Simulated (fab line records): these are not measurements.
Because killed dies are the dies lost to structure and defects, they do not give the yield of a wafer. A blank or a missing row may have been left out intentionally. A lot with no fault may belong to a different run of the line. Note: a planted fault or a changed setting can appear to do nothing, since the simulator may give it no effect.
The same fault as seen by 2 desks    flow sky130    only its own numbers are on each desk; what lay behind them is given at the end

## FOR THE TOOL OWNER'S DESK: implanter-03
For each lot that ran on this tool, the mean over its sampled wafers that have a number, from the tool's own readings at SKY_NWELL_IMPLANT_24. A lot is out of limits, marked OUT, if its mean lies more than 4 standard deviations from the usual mean; the brackets give that distance.
Columns: A = beamOnS at SKY_NWELL_IMPLANT_24, usual 10.01 s; B = faradayCurrentUA at SKY_NWELL_IMPLANT_24, usual 51.9
lot   first seen here  A                B
L775  day 5 06:38      10.01            51.8
L780  day 6 11:07      9.91             52.4
L795  day 10 11:01     8.22 (-8.5) OUT  62.9 (+10) OUT
L796  day 10 18:56     9.65             54.3
L797  day 10 23:23     9.34             56.2
This desk finds L795 out of limits, L795 being first, at day 10 11:01 (beamOnS at SKY_NWELL_IMPLANT_24). L775, L780, L796, L797 stayed within limits.

## METROLOGY DESK
Means of the sampled wafers that have a number, per lot and without regard to the tool the lot ran on: this is what the gauges read. A lot is out of limits, marked OUT, if its mean lies more than 4 standard deviations from the usual mean; the brackets give that distance.
Columns: A = NWELL_2_TW at SKY_NWELL_TW_MEAS_26, usual 500; B = cdNm at SKY_POLY_GATE_CD_MEAS_22, usual 150.9 nm
lot   first seen here  A               B
L775  day 5 06:53      500             150.1
L780  day 6 11:22      496             153.1
L782  day 7 02:46      497             150.6
L783  day 7 17:27      495             152.6
L784  day 8 09:28      498             152.1
L785  day 8 10:23      498             152.2
L787  day 8 23:19      497             151.8
L789  day 9 03:10      504             154.4
L790  day 9 09:38      501             153.8
L795  day 10 11:15     470 (-8.7) OUT  150.4
L796  day 10 19:11     492             148.5
L797  day 10 23:37     481 (-5.6) OUT  147.6
Finding of this desk: L795, L797 out of limits, first seen on L795 at day 10 11:15 (NWELL_2_TW at SKY_NWELL_TW_MEAS_26). L775, L780, L782, L783, L784, L785, L787, L789, L790, L796 stayed within limits.

## ALL TOGETHER
The tool owner's desk could have raised an alarm at day 10 11:01, on L795.
L795, L797 would have let the metrology desk raise an alarm at day 10 11:15.
Tool owner's desk: L797 on record, inside its limits.
SKY_NWELL_IMPLANT_24 was run on implanter-03 by each of the lots named.

## WHAT WAS PUT IN BY THE SIMULATOR
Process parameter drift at SKY_NWELL_IMPLANT_24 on implanter-03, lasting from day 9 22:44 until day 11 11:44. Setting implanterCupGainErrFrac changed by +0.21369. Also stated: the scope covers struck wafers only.
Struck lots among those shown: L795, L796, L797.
Fault start to first reading out of limits, in hours, per desk: tool owner, 12; metrology, 13.
